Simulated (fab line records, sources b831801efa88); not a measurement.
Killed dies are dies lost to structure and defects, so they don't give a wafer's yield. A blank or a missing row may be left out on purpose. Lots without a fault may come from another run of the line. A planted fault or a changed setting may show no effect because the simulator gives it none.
Which tool did it? | flow gf180mcu | 12 lots, 36 wafers sampled, at 4 steps of a route of 602

WHAT THE GAUGES READ, wafer by wafer
GF_SALICIDE_RS_MEAS_04: measures by four-point-probe.
lot  | measured     | on            | SALICIDE_TIN_RS (ohm/sq)
L419 | day 15 04:59 | film_metro-03 | 15.8 16.0 15.8
L420 | day 15 10:11 | film_metro-03 | 15.7 16.0 15.7
L423 | day 16 15:52 | film_metro-02 | 16.4 16.0 16.4
L424 | day 17 00:35 | film_metro-02 | 16.1 16.2 16.4
L425 | day 17 04:57 | film_metro-03 | 16.6 16.2 16.5
L428 | day 18 21:37 | film_metro-02 | 16.2 16.0 15.8
L434 | day 20 19:40 | film_metro-03 | 16.2 16.1 16.6
L435 | day 21 00:15 | film_metro-03 | 16.9 16.9 16.8
L436 | day 21 10:52 | film_metro-03 | 16.0 16.2 16.2
L440 | day 22 09:23 | film_metro-03 | 15.9 16.0 15.8
L441 | day 22 17:57 | film_metro-03 | 16.7 16.1 16.9
L442 | day 23 05:37 | film_metro-03 | 16.6 17.1 16.6

GF_CONTACT_CD_MEAS_14: target cd 220 nm.
lot  | measured     | on        | cd_nm (nm)
L419 | day 16 04:21 | cd_sem-01 | 221.3 219.2 220.4
L420 | day 16 09:12 | cd_sem-02 | 222.2 220.0 220.2
L423 | day 17 15:30 | cd_sem-01 | 218.3 219.6 220.7
L424 | day 18 00:32 | cd_sem-02 | 222.4 221.4 221.9
L425 | day 18 05:19 | cd_sem-02 | 216.6 217.0 216.2
L428 | day 19 23:22 | cd_sem-02 | 218.6 218.4 217.3
L434 | day 21 20:13 | cd_sem-02 | 218.5 218.2 216.9
L435 | day 22 01:01 | cd_sem-02 | 216.7 217.5 218.2
L436 | day 22 11:32 | cd_sem-02 | 221.5 221.7 220.5
L440 | day 23 09:14 | cd_sem-02 | 221.1 220.2 220.0
L441 | day 23 18:05 | cd_sem-01 | 220.4 219.9 222.1
L442 | day 24 05:29 | cd_sem-01 | 219.8 220.1 220.8

WHICH TOOL RAN EACH LOT (tool, then ch and the chambers of the sampled wafers, then the start)
lot  | GF_CONTACT_CMP_04             | GF_CONTACT_COAT_09
L419 | cmp-02 ch 1,3, day 15 05:49   | litho_track-01 ch 0, day 15 17:00
L420 | cmp-01 ch 1,3, day 15 11:01   | litho_track-02 ch 0, day 15 22:00
L423 | cmp-01 ch 0,2,3, day 16 16:38 | litho_track-02 ch 0, day 17 03:00
L424 | cmp-01 ch 0,2,3, day 17 01:25 | litho_track-04 ch 0, day 17 12:00
L425 | cmp-02 ch 2,3, day 17 05:50   | litho_track-02 ch 0, day 17 17:00
L428 | cmp-02 ch 1,2,3, day 18 22:25 | litho_track-01 ch 0, day 19 10:00
L434 | cmp-01 ch 0,2,3, day 20 20:31 | litho_track-04 ch 0, day 21 08:00
L435 | cmp-02 ch 0,3, day 21 00:57   | litho_track-04 ch 0, day 21 12:00
L436 | cmp-01 ch 0,1,2, day 21 11:39 | litho_track-02 ch 0, day 21 23:00
L440 | cmp-02 ch 0,1,2, day 22 10:15 | litho_track-04 ch 0, day 22 21:00
L441 | cmp-02 ch 0,1, day 22 18:45   | litho_track-02 ch 0, day 23 06:00
L442 | cmp-01 ch 0,1,3, day 23 06:18 | litho_track-02 ch 0, day 23 17:00
- GF_CONTACT_CMP_04: polishes SiO2.
- GF_CONTACT_COAT_09: resist thk 1000 nm.

WHAT THE TOOLS THEMSELVES READ (means of the sampled wafers that have a number; where no wafer has one, the mark that the record gives instead)
GF_CONTACT_CMP_04.
lot  | tool   | head_pressure_psi (psi) | motor_current_A (A) | retaining_ring_pressure_frac | time_to_endpoint_s (s)
L419 | cmp-02 | 4.002                   | 12.7                | 0.995                        | 105
L420 | cmp-01 | 4.007                   | 12.6                | 1.004                        | 104
L423 | cmp-01 | 3.999                   | 11.2                | 0.998                        | 104
L424 | cmp-01 | 3.997                   | 11.3                | 1.002                        | 118
L425 | cmp-02 | 4.000                   | 12.1                | 0.997                        | 106
L428 | cmp-02 | 3.996                   | 12.5                | 1.001                        | 106
L434 | cmp-01 | 3.992                   | 10.8                | 1.001                        | 111
L435 | cmp-02 | 4.004                   | 12.8                | 0.998                        | 109
L436 | cmp-01 | 3.997                   | 11.5                | 1.000                        | 113
L440 | cmp-02 | 4.006                   | 12.8                | 0.999                        | 114
L441 | cmp-02 | 3.993                   | 12.4                | 0.995                        | 113
L442 | cmp-01 | 3.999                   | 11.9                | 0.996                        | 109

THE ANSWER, worked out from the rows above alone
Rule: what is usual is taken from the lots themselves. Put in order of their means at a reading, lots are off if they are a third of the lots or fewer, leave a main group of 4 or more, and stand apart from it by a gap of 3 or more times the standard deviation of the main group's means; of several such gaps the widest counts. A main group whose means are all the same, to the digits that the tables above print for the reading, isn't used. A lot without any number at a reading at which 4 lots or more have one is off too. The other lots that the step has rows for count as sound. The gauges are gone through in route order, then the tools' own readings, and for those a lot's mean is taken as printed above. The first step at which some lot is off is used, and at that step the reading that is off furthest; a lot without a number counts as furthest.
No lot is off at any reading shown: from this, nothing can be told.

WHAT THE SIMULATOR HAD PUT IN
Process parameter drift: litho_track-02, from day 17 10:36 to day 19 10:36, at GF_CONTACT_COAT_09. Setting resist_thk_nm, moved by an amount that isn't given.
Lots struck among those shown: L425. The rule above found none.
